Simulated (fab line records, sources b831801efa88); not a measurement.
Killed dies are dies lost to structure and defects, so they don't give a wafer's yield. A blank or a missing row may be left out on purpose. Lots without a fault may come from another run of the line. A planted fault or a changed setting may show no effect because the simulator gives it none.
Problem report in the 8D (eight disciplines) form, filled by code | flow sky130 | the parts of the form that need people (team, actions taken, sign-off) are left out

1. THE PROBLEM
beam_energy_keV at SKY_PWDE_IMPLANT_08 reads a mean of 138.99 on 6 wafers of 2 lots; wafers without a fault read 150.01 with a standard deviation of 0.046. That is -99 or more standard deviations from the usual mean.
First seen on wafer L903.3, day 6 14:40, on implanter-02. The record holds 18 wafers of 6 lots with a number at this step. Rule for "out", or "out of limits": more than 4 standard deviations from the usual mean. The other wafers with a number count as sound.

2. WHAT IT IS AND WHAT IT IS NOT
question                    | is                     | is not
which readings at this step | beam_energy_keV        | -
which lots                  | L903, L904             | L897, L901, L909, L915
which wafers of those lots  | all that have a number | -
read on which tools         | implanter-02           | implanter-01, implanter-04
when                        | from day 6 14:40       | up to then (6 sound wafers); but 6 sound wafers of L909, L915 came after

3. SUSPECTS, AND WHAT RULES EACH OUT
Counting: a tool at a process step up to the reading stays a suspect if it ran every lot that is out and no sound lot after the first of them.
- implanter-02 at SKY_PWDE_IMPLANT_08: kept. It ran every lot that is out, first L903 (day 6 14:40), and no sound lot after that; its last sound lot up to then is L901 (day 6 04:49). Its own readings are out on those wafers: beam_energy_keV.
Left after counting: implanter-02 at SKY_PWDE_IMPLANT_08.

4. THE CAUSE (what the simulator had put in)
Process parameter drift: implanter-02, from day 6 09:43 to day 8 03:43, at SKY_PWDE_IMPLANT_08. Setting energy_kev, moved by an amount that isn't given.
Counting left only this tool.

5. THE CHAIN OF EFFECTS, in route order
Each row: a reading whose mean over the struck wafers that have a number lies more than 3 standard deviations from the usual. Only readings for which the record gives a usual standard deviation are gone through. hours: the time from each lot's start at the first step in this table that gives one to its start at this step, as a median over the lots. sigmas: the change in usual standard deviations.
hours | step                | reading         | usual  | on struck wafers | change | sigmas
0     | SKY_PWDE_IMPLANT_08 | beam_energy_keV | 150.01 | 138.99           | -11.02 | -99 or more
The process steps in it:
- SKY_PWDE_IMPLANT_08

6. WHAT WOULD HAVE CAUGHT IT SOONER
In this record the first reading out of limits was taken at day 6 14:40, 5 hours after the fault began at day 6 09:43.
